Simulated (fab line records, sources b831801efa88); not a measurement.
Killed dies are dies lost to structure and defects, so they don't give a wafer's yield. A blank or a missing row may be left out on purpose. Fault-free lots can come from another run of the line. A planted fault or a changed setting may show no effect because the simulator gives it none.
The tool behind it: which one? | flow sky130 | Sampling: 6 lots, 18 wafers, 4 of 708 route steps

== WHAT THE GAUGES READ, wafer by wafer ==
SKY_METAL4_OVL_MEAS_14.
lot  | measured     | on         | METAL4_OVL (nm)
L129 | day 42 01:53 | overlay-02 | -3 -11 -6
L131 | day 42 21:57 | overlay-01 | 2 6 4
L136 | day 44 06:19 | overlay-01 | -1 1 1
L138 | day 45 00:29 | overlay-01 | -2 3 -3
L144 | day 46 11:06 | overlay-02 | -3 -3 -1
L150 | day 47 19:07 | overlay-02 | -1 -8 2

== EACH LOT AND THE TOOL THAT RAN IT (in order: tool; ch and the chambers of the sampled wafers; start) ==
lot  | SKY_METAL1_DESCUM_17              | SKY_VIA1_CVD_21               | SKY_VIA2_SPUTTER_20
L129 | rie-metal-02 ch 0,1, day 33 04:04 | cvd-w-01 ch 0,1, day 34 09:10 | pvd-sputter-02, day 36 17:05
L131 | rie-metal-03 ch 0, day 34 02:44   | cvd-w-02 ch 0,1, day 35 08:13 | pvd-sputter-02, day 37 15:41
L136 | rie-metal-02 ch 1, day 35 17:34   | cvd-w-01 ch 0,1, day 36 21:53 | pvd-sputter-02, day 39 02:59
L138 | rie-metal-02 ch 0,1, day 36 13:04 | cvd-w-02 ch 0,1, day 37 18:35 | pvd-sputter-02, day 39 22:40
L144 | rie-metal-04 ch 0,1, day 38 06:28 | cvd-w-02 ch 0,1, day 39 10:01 | pvd-sputter-02, day 41 15:02
L150 | rie-metal-03 ch 0, day 39 21:41   | cvd-w-02 ch 0, day 41 00:41   | pvd-sputter-03, day 43 02:07
- SKY_METAL1_DESCUM_17: chemistry O2, time 8 s.
- SKY_VIA1_CVD_21: deposits W, target thk 270 nm, time 80.902 s.
- SKY_VIA2_SPUTTER_20: material TiN, target thk 20 nm, time 80 s.

== THE ANSWER, worked out from the rows above alone ==
Rule: usual is defined by the lots themselves. The widest of any qualifying gaps counts: lots, ordered by their means at a reading, are off when they make up no more than a third of the lots, leave a main group of 4 or more, and stand apart from it by 3 or more times the standard deviation of that group's means. Not used: any main group whose means are identical at the precision the tables above print for the reading. Also off: a lot with no number at a reading for which 4 or more lots have one. Where the step has rows for the other lots, those lots are counted as sound.
Nothing can be told from this: no lot is off at any reading shown.

== WHAT THE SIMULATOR HAD INSERTED ==
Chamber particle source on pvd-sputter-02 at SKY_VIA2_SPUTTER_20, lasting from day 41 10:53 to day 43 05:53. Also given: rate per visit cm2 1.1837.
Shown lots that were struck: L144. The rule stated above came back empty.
